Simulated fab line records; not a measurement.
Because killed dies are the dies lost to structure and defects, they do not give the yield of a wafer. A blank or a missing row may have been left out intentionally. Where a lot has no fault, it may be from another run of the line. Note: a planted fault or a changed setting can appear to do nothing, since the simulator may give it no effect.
fab line records | flow sfq-line
record lots=14 | wafers=42 | last-day=87
route steps=325 shown I5@228 C5@248
lots untouched by any fault: they come from a run of this same line in which no faults occurred
start-h: start of the lot's first displayed wafer, in hours after the record's first day | wait-h: hours since the lot's step before | " the same as in the row above | L1.1+2: several wafers, shown together as one row | - value missing, or start not given | * or withheld: withheld | < > ~ a bound
route shown NAME@n: names a module that has steps shown in the file, with the first one's number in the route | usual: mean/standard deviation of fault-free wafers | same: alike in all rows | chamber/n: place in a boat | sites: readings site by site | _std_site: standard deviation across them | _edge_site: mean of outer sites minus mean of inner sites | radius-mm: for every site, how far away it sits from the centre of the wafer | mask NAME#n: copy n | behind: tool/chamber where the wafer was last shaped | hold: what put the lot on hold/how long, in hours/how the hold closed | device: which transistor (n, p or np) failed to switch | end of line: the tests these same wafers got at the end of their route | step lacking rows: just its recipe | killed: the dies lost at the first sort to structure and to defects; this is not the yield of the wafer | map: a wafer's dies, marking killed ones x, the rest . and places with no die _
set.NAME: setting as actually run; set.NAME@STEP: the setting as run at that earlier step | model.NAME: the simulator's own value behind a step, which no gauge read
one table for each step of the route and one row for each wafer, over a sample of lots
services: when a tool's chamber went out of use (start-h, in hours from the record's first day, below 0 if earlier), for how many hours, and the reason
## steps
# step SFQ_TRILAYER_A5C_DEP_PECVD_142
# recipe material=SiO2 | temp-c=150 | time-s=15.556 | pressure-torr=2.4 | rf-w=183.3 | precursor=SiH4/N2O | target-thk-nm=70
# usual heater-power-w=87/9.8 | rf-fwd-power-W=180.3/0.77 | throttle-valve-pct=24.2/0.68
lot.wafer | tool     | chamber | start-h | wait-h | heater-power-w | rf-fwd-power-W | throttle-valve-pct
L776.1    | pecvd-04 | 0       | 1307.64 | 0.0    | 102            | 180.9          | 23.4
L776.2    | "        | 2       | "       | "      | 90             | 179.5          | 25.6
L776.3    | "        | 1       | "       | "      | 96             | 179.6          | 23.5
L779.3    | pecvd-02 | 1       | 1395.40 | 0.0    | 97             | 179.0          | 23.8
L779.4    | "        | 2       | "       | "      | 75             | 181.6          | 23.7
L779.5    | "        | 2       | "       | "      | 74             | 181.2          | 23.7
L782.1    | pecvd-01 | 0       | 1403.79 | 0.0    | 70             | 181.3          | 24.6
L782.5    | "        | 1       | "       | "      | 89             | 182.0          | 23.7
L782.6    | "        | 0       | "       | "      | 70             | 181.4          | 24.6
L783.2    | pecvd-02 | 1       | 1407.39 | 0.0    | 97             | 179.6          | 23.8
L783.3    | "        | 1       | "       | "      | 99             | 180.7          | 24.1
L783.5    | "        | 1       | "       | "      | 96             | 180.6          | 23.7
L785.1    | pecvd-02 | 2       | 1430.51 | 0.0    | 81             | 180.6          | 23.8
L785.3    | "        | 2       | "       | "      | 80             | 180.9          | 23.7
L785.4    | "        | 1       | "       | "      | 89             | 179.3          | 23.8
L789.3    | pecvd-04 | 1       | 1466.16 | 0.0    | 87             | 179.6          | 23.8
L789.4    | "        | 2       | "       | "      | 84             | 180.2          | 26.1
L789.6    | "        | 2       | "       | "      | 83             | 180.3          | 25.7
L790.1    | pecvd-01 | 2       | 1470.23 | 0.0    | 85             | 179.3          | 24.6
L790.2    | "        | 1       | "       | "      | 97             | 181.5          | 23.7
L790.3    | "        | 0       | "       | "      | 73             | 180.4          | 25.0
L791.2    | pecvd-02 | 0       | 1508.43 | 0.0    | 100            | 179.9          | 24.0
L791.3    | "        | 2       | "       | "      | 80             | 180.1          | 23.7
L791.6    | "        | 0       | "       | "      | 100            | 178.4          | 24.3
L792.1    | pecvd-01 | 1       | 1513.23 | 0.0    | 97             | 181.0          | 24.0
L792.3    | "        | 0       | "       | "      | 72             | 180.3          | 25.1
L792.6    | "        | 2       | "       | "      | 80             | 179.2          | 24.3
L793.1    | pecvd-02 | 1       | 1520.79 | 0.0    | 89             | 179.3          | 24.2
L793.4    | "        | 0       | "       | "      | 95             | 180.2          | 24.2
L793.5    | "        | 1       | "       | "      | 89             | 179.3          | 24.1
L794.3    | pecvd-04 | 2       | 1521.88 | 0.0    | 87             | 179.5          | 26.0
L794.4    | "        | 0       | "       | "      | 101            | 179.6          | 23.8
L794.6    | "        | 1       | "       | "      | 92             | 180.0          | 23.9
L795.1    | pecvd-01 | 2       | 1523.91 | 0.0    | 80             | 180.2          | 24.3
L795.4    | "        | 1       | "       | "      | 99             | 181.0          | 23.9
L795.5    | "        | 2       | "       | "      | 80             | 180.1          | 24.6
L796.2    | pecvd-02 | 1       | 1527.47 | 0.0    | 96             | 179.9          | 24.2
L796.3    | "        | 2       | "       | "      | 80             | 180.2          | 23.9
L796.5    | "        | 2       | "       | "      | 80             | 180.3          | 24.0
L798.1    | pecvd-02 | 2       | 1536.87 | 0.0    | 71             | 180.6          | 23.9
L798.3    | "        | 1       | "       | "      | 97             | 180.5          | 24.2
L798.5    | "        | 1       | "       | "      | 98             | 180.7          | 24.2
# step SFQ_TRILAYER_C5_ETCH_VIA_ETCH_154
# recipe target=SiO2 | mask-material=PR | chemistry=CHF3 | target-depth-nm=84 | source-w=500 | bias-w=80 | pressure-mtorr=30 | time-s=withheld | stop-on=Nb
# usual drypump-motor-current-A=5.7/0.61 | oes-product-au=0.898/0.0075 | rf-fwd-power-W=495.2/1.8
lot.wafer | tool        | chamber | start-h | wait-h | drypump-motor-current-A | oes-product-au | rf-fwd-power-W
L776.1    | rie-diel-04 | 0       | 1581.02 | 0.0    | 5.1                     | 0.908          | 494.8
L776.2    | "           | 1       | "       | "      | 4.9                     | 0.896          | 499.7
L776.3    | "           | 3       | "       | "      | 6.0                     | 0.899          | 492.6
L779.3    | rie-diel-02 | 2       | 1657.53 | 0.0    | 6.3                     | 0.904          | 495.5
L779.4    | "           | 0       | "       | "      | 6.0                     | 0.902          | 494.5
L779.5    | "           | 0       | "       | "      | 6.0                     | 0.892          | 493.3
L782.1    | rie-diel-04 | 1       | 1666.18 | 0.0    | 4.9                     | 0.892          | 497.0
L782.5    | "           | 3       | "       | "      | 6.0                     | 0.914          | 496.6
L782.6    | "           | 2       | "       | "      | 5.2                     | 0.906          | 493.3
L783.2    | rie-diel-03 | 1       | 1670.98 | 0.0    | 6.8                     | 0.901          | 496.4
L783.3    | "           | 0       | "       | "      | 6.2                     | 0.909          | 493.3
L783.5    | "           | 1       | "       | "      | 6.8                     | 1.005          | 497.3
L785.1    | rie-diel-04 | 3       | 1683.65 | 0.0    | 6.0                     | 0.879          | 494.2
L785.3    | "           | 2       | "       | "      | 5.2                     | 0.902          | 492.8
L785.4    | "           | 2       | "       | "      | 5.1                     | 1.003          | 495.6
L789.3    | rie-diel-03 | 0       | 1709.60 | 0.0    | 6.1                     | 0.902          | 495.3
L789.4    | "           | 1       | "       | "      | 6.8                     | 0.902          | 495.1
L789.6    | "           | 1       | "       | "      | 6.8                     | 0.895          | 493.7
L790.1    | rie-diel-04 | 2       | 1712.00 | 0.0    | 5.2                     | 0.897          | 492.8
L790.2    | "           | 1       | "       | "      | 4.9                     | 0.884          | 493.4
L790.3    | "           | 3       | "       | "      | 6.1                     | 0.886          | 495.4
L791.2    | rie-diel-02 | 0       | 1722.92 | 0.0    | 6.0                     | 0.885          | 494.0
L791.3    | "           | 3       | "       | "      | 5.7                     | 0.887          | 495.2
L791.6    | "           | 1       | "       | "      | 4.8                     | 0.901          | 496.1
L792.1    | rie-diel-03 | 3       | 1731.42 | 0.0    | 5.8                     | 0.909          | 496.7
L792.3    | "           | 1       | "       | "      | 6.8                     | 0.893          | 496.9
L792.6    | "           | 0       | "       | "      | 6.1                     | 0.910          | 497.1
L793.1    | rie-diel-03 | 3       | 1736.22 | 0.0    | 5.8                     | 0.896          | 496.8
L793.4    | "           | 1       | "       | "      | 6.8                     | 0.902          | 495.7
L793.5    | "           | 0       | "       | "      | 6.1                     | 0.892          | 493.7
L794.3    | rie-diel-04 | 3       | 1737.42 | 0.0    | 6.0                     | 0.890          | 495.4
L794.4    | "           | 0       | "       | "      | 5.1                     | 0.900          | 491.7
L794.6    | "           | 3       | "       | "      | 6.0                     | 0.897          | 492.9
L795.1    | rie-diel-02 | 0       | 1739.86 | 0.0    | 6.0                     | 0.890          | 494.5
L795.4    | "           | 1       | "       | "      | 4.8                     | 0.899          | 496.2
L795.5    | "           | 0       | "       | "      | 6.0                     | 0.895          | 493.5
L796.2    | rie-diel-04 | 2       | 1744.62 | 0.0    | 5.1                     | 0.892          | 495.6
L796.3    | "           | 0       | "       | "      | 5.0                     | 0.881          | 492.6
L796.5    | "           | 0       | "       | "      | 5.1                     | 0.895          | 495.2
L798.1    | rie-diel-03 | 2       | 1754.35 | 0.0    | 6.4                     | 0.894          | 489.5
L798.3    | "           | 1       | "       | "      | 6.8                     | 0.892          | 496.1
L798.5    | "           | 3       | "       | "      | 5.8                     | 0.892          | 498.2
## services
tool        | chamber | start-h | hours | kind
pecvd-02    | 2       | 1289.49 | 4.4   | repair
rie-diel-04 | -       | 1300.51 | 15.6  | pm
rie-diel-03 | 1       | 1308.80 | 4.3   | repair
rie-diel-03 | 2       | 1316.74 | 6.6   | repair
pecvd-02    | -       | 1316.75 | 14.0  | pm
pecvd-02    | 0       | 1324.72 | 121.3 | repair
rie-diel-04 | -       | 1357.31 | 2.8   | pm
pecvd-02    | -       | 1377.97 | 1.2   | repair
rie-diel-04 | 2       | 1386.27 | 1.5   | repair
rie-diel-03 | 3       | 1408.28 | 13.7  | repair
pecvd-02    | 0       | 1462.60 | 3.5   | repair
rie-diel-04 | 2       | 1478.89 | 13.0  | repair
rie-diel-04 | 1       | 1488.11 | 2.5   | repair
pecvd-02    | -       | 1519.43 | 0.6   | repair
rie-diel-04 | 2       | 1536.80 | 8.6   | repair
pecvd-02    | -       | 1539.78 | 0.9   | repair
pecvd-02    | -       | 1569.27 | 0.8   | repair
rie-diel-04 | 0       | 1591.69 | 7.1   | repair
rie-diel-04 | 0       | 1602.34 | 7.3   | repair
pecvd-02    | -       | 1621.07 | 6.0   | pm
pecvd-02    | -       | 1638.43 | 1.7   | repair
pecvd-02    | 1       | 1677.10 | 17.7  | repair
rie-diel-04 | 0       | 1680.13 | 4.2   | repair
rie-diel-04 | 0       | 1729.49 | 3.9   | repair
## key
first-sign step=SFQ_TRILAYER_C5_ETCH_VIA_ETCH_154 | reading=oes-product-au | direction=up | sigmas=14 | usual=0.898 | struck=1.004
effect none on later readings
met-at SFQ_TRILAYER_A5C_DEP_PECVD_142
struck-lots L783,L785
struck-wafers L783.5,L785.4
onset-between 1395.40 1407.39
fault kind=process-parameter-drift | tool=pecvd-02 | chamber=- | onset-h=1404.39 | steps=SFQ_TRILAYER_A5C_DEP_PECVD_142 | channel=target-thk-nm | offset=26.742 | shape=step | end-h=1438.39 | scope=struck-wafers-only | acts-in=these-recipes-only | stated=70
